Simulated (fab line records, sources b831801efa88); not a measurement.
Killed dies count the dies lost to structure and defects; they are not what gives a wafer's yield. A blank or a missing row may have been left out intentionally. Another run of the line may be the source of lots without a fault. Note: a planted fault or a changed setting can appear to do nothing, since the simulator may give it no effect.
One fault seen from 2 desks + flow gf180mcu + only its own numbers are on each desk; what lay behind them is given at the end

FROM THE METROLOGY DESK
Means of the sampled wafers that have a number, per lot and without regard to the tool the lot ran on: this is what the gauges read. The brackets show how far a lot's mean lies from the usual mean; more than 4 standard deviations puts the lot out of limits, marked OUT.
Columns: A = M5_OVL at GF_M5_OVL_MEAS_08, usual 3 nm; B = PASSIVATION_CVD_02_THK at GF_PASSIVATION_THK_MEAS_03, usual 699 nm
| lot  | first seen here | A  | B   |
|------|-----------------|----|-----|
| L312 | day 26 15:46    | 9  | 705 |
| L315 | day 27 22:59    | -1 | 666 |
| L319 | day 29 07:28    | 7  | 689 |
| L318 | day 29 08:19    | 6  | 680 |
| L326 | day 31 01:44    | -4 | 701 |
| L328 | day 31 16:57    | -7 | 708 |
| L329 | day 31 17:40    | 6  | 710 |
| L330 | day 32 00:49    | -2 | 693 |
| L331 | day 32 06:37    | 3  | 695 |
| L332 | day 32 12:37    | 7  | 692 |
| L333 | day 32 21:22    | -3 | 692 |
| L334 | day 32 22:12    | 12 | 710 |
Finding of this desk: none of the 12 lots has anything out of limits.

THE TOOL OWNER'S DESK: pecvd-04
The tool's own readings at GF_PASSIVATION_CVD_02 (deposits Si3N4, target thk 700 nm, time 486.18 s): means of the sampled wafers that have a number, for each lot that ran on this tool. The brackets show how far a lot's mean lies from the usual mean; more than 4 standard deviations puts the lot out of limits, marked OUT.
Columns: A = heaterPowerOuterW at GF_PASSIVATION_CVD_02, usual 425 W; B = heaterPowerW at GF_PASSIVATION_CVD_02, usual 694 W; C = rfFwdPowerW at GF_PASSIVATION_CVD_02, usual 449.5 W; D = susceptorTempC at GF_PASSIVATION_CVD_02, usual 400.01 C
| lot  | first seen here | A   | B   | C               | D      |
|------|-----------------|-----|-----|-----------------|--------|
| L315 | day 29 17:42    | 435 | 744 | 402.0 (-37) OUT | 399.72 |
| L319 | day 30 23:55    | 448 | 713 | 423.8 (-20) OUT | 400.01 |
| L318 | day 31 01:29    | 464 | 739 | 426.8 (-17) OUT | 400.06 |
| L331 | day 33 20:11    | 494 | 746 | 449.5           | 399.94 |
| L332 | day 34 01:16    | 429 | 701 | 449.4           | 399.99 |
This desk finds L315, L318, L319 out of limits, L315 being first, at day 29 17:42 (rfFwdPowerW at GF_PASSIVATION_CVD_02). L331, L332: within limits.

PUT TOGETHER
The tool owner's desk had the chance to raise an alarm at day 29 17:42 on L315, L318, L319.
The metrology desk saw nothing out of limits.
The metrology desk has L315, L318, L319 on record, within its limits.
Of the lots named, all ran GF_PASSIVATION_CVD_02 on pecvd-04.

WHAT THE SIMULATOR PUT IN
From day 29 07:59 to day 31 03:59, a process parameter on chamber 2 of pecvd-04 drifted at GF_PASSIVATION_CVD_02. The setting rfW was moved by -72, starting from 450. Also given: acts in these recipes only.
Lots struck among those shown: L315, L318, L319.
Time in hours from fault onset to the first out-of-limits reading at each desk: the tool owner's desk, 10.
